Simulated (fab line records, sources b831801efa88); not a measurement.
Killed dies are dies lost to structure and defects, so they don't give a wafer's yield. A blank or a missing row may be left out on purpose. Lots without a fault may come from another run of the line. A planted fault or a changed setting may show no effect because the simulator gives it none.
Problem report in the 8D (eight disciplines) form, filled by code | flow sfq_line | the parts of the form that need people (team, actions taken, sign-off) are left out

1. THE PROBLEM
oes_product_au at SFQ_TRILAYER_I6_VIA_BARC_OPEN_VIA_ETCH_235 reads a mean of 0.800 a.u. on 1 wafer of 1 lot; wafers without a fault read 0.691 a.u. with a standard deviation of 0.0044. That is +25 standard deviations from the usual mean.
The step: etches BARC in O2, target depth 125 nm, time 41.7 s.
First seen on wafer L748.1, day 75 00:09, on rie_diel-03. The record holds 39 wafers of 13 lots with a number at this step. Rule for "out", or "out of limits": more than 4 standard deviations from the usual mean. The other wafers with a number count as sound.

2. WHAT IT IS AND WHAT IT IS NOT
question                    | is                           | is not
which readings at this step | oes_product_au, run_length_s | drypump_motor_current_A
which lots                  | L748                         | L736, L737, L738, L739, L740, L741, L742, L753, L755, L757, L758, L759
which wafers of those lots  | L748.1                       | L748.4, L748.6
read on which tools         | rie_diel-03                  | rie_diel-01, rie_diel-04
when                        | from day 75 00:09            | up to then (23 sound wafers); but 15 sound wafers of L753, L755, L757, L758, L759 came after

3. SUSPECTS, AND WHAT RULES EACH OUT
Counting: a tool at a process step up to the reading stays a suspect if it ran every lot that is out. Sound lots after the first of them don't rule it out here, since some wafers of a struck lot are sound.
- rie_metal-01 at SFQ_TRILAYER_M6_BARC_OPEN_METAL_ETCH_206 (etches BARC in O2, target depth 125 nm, time 41.7 s): kept. It ran the lot that is out, L748 (day 69 18:51); its last sound lot up to then is L738 (day 66 16:51).
- rie_metal-01 at SFQ_TRILAYER_M6_ETCH_METAL_ETCH_162 (etches Nb in Cl2/Ar, stops on SiO2, target depth 240 nm, time 120 s): kept. It ran the lot that is out, L748 (day 69 18:55); its last sound lot up to then is L738 (day 66 16:56).
- rie_diel-03 at SFQ_TRILAYER_I6_VIA_BARC_OPEN_VIA_ETCH_235 (etches BARC in O2, target depth 125 nm, time 41.7 s): kept. It ran the lot that is out, L748 (day 75 00:09); its last sound lot up to then is L740 (day 73 00:59). Its own readings are out on those wafers: oes_product_au, run_length_s.
- Within rie_diel-03 at SFQ_TRILAYER_I6_VIA_BARC_OPEN_VIA_ETCH_235: the wafers that are out ran in chamber 2; their sound lot-mates ran in chamber 3.
Left after counting: rie_metal-01 at SFQ_TRILAYER_M6_BARC_OPEN_METAL_ETCH_206, rie_metal-01 at SFQ_TRILAYER_M6_ETCH_METAL_ETCH_162, rie_diel-03 at SFQ_TRILAYER_I6_VIA_BARC_OPEN_VIA_ETCH_235.

4. THE CAUSE (what the simulator had put in)
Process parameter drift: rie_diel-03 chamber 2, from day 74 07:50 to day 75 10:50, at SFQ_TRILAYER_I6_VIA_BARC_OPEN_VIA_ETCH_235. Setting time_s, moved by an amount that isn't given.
Counting left 3 suspects, and this tool is among them.

5. THE CHAIN OF EFFECTS, in route order
Each row: a reading whose mean over the struck wafers that have a number lies more than 3 standard deviations from the usual. Only readings for which the record gives a usual standard deviation are gone through. hours: the time from each lot's start at the first step in this table that gives one to its start at this step, as a median over the lots. sigmas: the change in usual standard deviations.
hours | step                                       | reading        | usual      | on struck wafers | change | sigmas
0     | SFQ_TRILAYER_I6_VIA_BARC_OPEN_VIA_ETCH_235 | oes_product_au | 0.691 a.u. | 0.800            | +0.109 | +25
0     | SFQ_TRILAYER_I6_VIA_BARC_OPEN_VIA_ETCH_235 | run_length_s   | 70.1 s     | 62.7             | -7.4   | -15
The process steps in it:
- SFQ_TRILAYER_I6_VIA_BARC_OPEN_VIA_ETCH_235: etches BARC in O2, target depth 125 nm, time 41.7 s.

6. WHAT WOULD HAVE CAUGHT IT SOONER
In this record the first reading out of limits was taken at day 75 00:09, 16 hours after the fault began at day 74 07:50.
